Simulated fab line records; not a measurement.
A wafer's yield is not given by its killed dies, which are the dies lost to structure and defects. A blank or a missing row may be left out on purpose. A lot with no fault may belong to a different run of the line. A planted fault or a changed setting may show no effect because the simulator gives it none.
Check for tools in common / flow sky130 / 12 lots and 36 wafers in the sample

## WHY THIS WAS OPENED
SKY_SONOS_TUNNEL_TW_MEAS_12, reading SONOS_TUNNEL_TW: flagged on 2 of 12 lots. Wafers without a fault read 198.3, standard deviation 1.8.
Rule: a lot gets a flag if all its wafers with a number sit over 4 standard deviations from that mean, or if no wafer of it has a number. The rest of the lots are taken to be sound.

lot=L790; measured=day 11 16:16; on=film metro-04; SONOS_TUNNEL_TW, wafer by wafer=200.0 199.4 200.1; flag=
lot=L794; measured=day 13 02:54; on=film metro-03; SONOS_TUNNEL_TW, wafer by wafer=196.6 196.2 194.9; flag=
lot=L793; measured=day 13 04:49; on=film metro-02; SONOS_TUNNEL_TW, wafer by wafer=201.0 201.4 200.4; flag=
lot=L796; measured=day 14 12:13; on=film metro-04; SONOS_TUNNEL_TW, wafer by wafer=197.8 198.2 198.6; flag=
lot=L798; measured=day 14 16:26; on=film metro-02; SONOS_TUNNEL_TW, wafer by wafer=200.8 201.1 201.7; flag=
lot=L800; measured=day 15 04:42; on=film metro-03; SONOS_TUNNEL_TW, wafer by wafer=197.5 197.0 198.1; flag=
lot=L802; measured=day 15 13:24; on=film metro-02; SONOS_TUNNEL_TW, wafer by wafer=159.4 160.5 161.1; flag=FLAGGED
lot=L803; measured=day 15 16:36; on=film metro-03; SONOS_TUNNEL_TW, wafer by wafer=157.5 158.6 159.0; flag=FLAGGED
lot=L810; measured=day 18 01:03; on=film metro-03; SONOS_TUNNEL_TW, wafer by wafer=197.5 196.2 196.7; flag=
lot=L809; measured=day 18 01:34; on=film metro-03; SONOS_TUNNEL_TW, wafer by wafer=197.6 196.9 197.6; flag=
lot=L812; measured=day 18 12:33; on=film metro-03; SONOS_TUNNEL_TW, wafer by wafer=197.7 197.1 197.6; flag=
lot=L813; measured=day 19 02:14; on=film metro-03; SONOS_TUNNEL_TW, wafer by wafer=194.9 194.8 194.3; flag=
The mean of the flagged lots' numbers is 159.3, -39.0 from the usual (-22 standard deviations).

## TOOL THAT RAN EACH LOT
The record holds 1 process step before the reading, out of a route of 708 steps. Each cell gives the tool, then ch followed by the chambers the sampled wafers passed through, then the start.
lot=L790; flag=; SKY_SONOS_TUNNEL_IMPLANT_09=implanter-03 ch 0, day 11 15:55
lot=L794; flag=; SKY_SONOS_TUNNEL_IMPLANT_09=implanter-04 ch 0, day 13 02:31
lot=L793; flag=; SKY_SONOS_TUNNEL_IMPLANT_09=implanter-04 ch 0, day 13 04:28
lot=L796; flag=; SKY_SONOS_TUNNEL_IMPLANT_09=implanter-01 ch 0, day 14 11:34
lot=L798; flag=; SKY_SONOS_TUNNEL_IMPLANT_09=implanter-03 ch 0, day 14 16:02
lot=L800; flag=; SKY_SONOS_TUNNEL_IMPLANT_09=implanter-04 ch 0, day 15 04:19
lot=L802; flag=FLAGGED; SKY_SONOS_TUNNEL_IMPLANT_09=implanter-04 ch 0, day 15 13:01
lot=L803; flag=FLAGGED; SKY_SONOS_TUNNEL_IMPLANT_09=implanter-04 ch 0, day 15 16:10
lot=L810; flag=; SKY_SONOS_TUNNEL_IMPLANT_09=implanter-01 ch 0, day 18 00:38
lot=L809; flag=; SKY_SONOS_TUNNEL_IMPLANT_09=implanter-03 ch 0, day 18 01:08
lot=L812; flag=; SKY_SONOS_TUNNEL_IMPLANT_09=implanter-01 ch 0, day 18 11:58
lot=L813; flag=; SKY_SONOS_TUNNEL_IMPLANT_09=implanter-04 ch 0, day 19 01:50
What the steps here do:
- SKY_SONOS_TUNNEL_IMPLANT_09
- SKY_SONOS_TUNNEL_TW_MEAS_12

## FLAGGED AGAINST TOTAL, ONE TOOL AT A TIME (gauges that did the reading follow at the end)
step=SKY_SONOS_TUNNEL_IMPLANT_09; tool=implanter-01; lots run=3; flagged=0; share of the flagged lots=none; sound lots run after its first flagged lot=-
step=SKY_SONOS_TUNNEL_IMPLANT_09; tool=implanter-03; lots run=3; flagged=0; share of the flagged lots=none; sound lots run after its first flagged lot=-
step=SKY_SONOS_TUNNEL_IMPLANT_09; tool=implanter-04; lots run=6; flagged=2; share of the flagged lots=all; sound lots run after its first flagged lot=1 (L813)
step=SKY_SONOS_TUNNEL_TW_MEAS_12; tool=film metro-02; lots run=3; flagged=1; share of the flagged lots=some; sound lots run after its first flagged lot=0
step=SKY_SONOS_TUNNEL_TW_MEAS_12; tool=film metro-03; lots run=7; flagged=1; share of the flagged lots=some; sound lots run after its first flagged lot=4 (L810,L809,L812,L813)
step=SKY_SONOS_TUNNEL_TW_MEAS_12; tool=film metro-04; lots run=2; flagged=0; share of the flagged lots=none; sound lots run after its first flagged lot=-

## THE TABLE: WHAT IT ALLOWS
In the table, 1 row covers all flagged lots: implanter-04 at SKY_SONOS_TUNNEL_IMPLANT_09.
- implanter-04 at SKY_SONOS_TUNNEL_IMPLANT_09: 2 of its 6 lots flagged. Sound lots followed the first flagged one (L813) on it, something a lasting fault affecting the whole tool could not allow. Its own readings lie more than 4 standard deviations out on every wafer of the flagged lots: dose ions cm2, faraday current uA.
There is no row in the table that ran each flagged lot and no sound lot after the first.

## WHAT HAD BEEN PUT IN BY THE SIMULATOR
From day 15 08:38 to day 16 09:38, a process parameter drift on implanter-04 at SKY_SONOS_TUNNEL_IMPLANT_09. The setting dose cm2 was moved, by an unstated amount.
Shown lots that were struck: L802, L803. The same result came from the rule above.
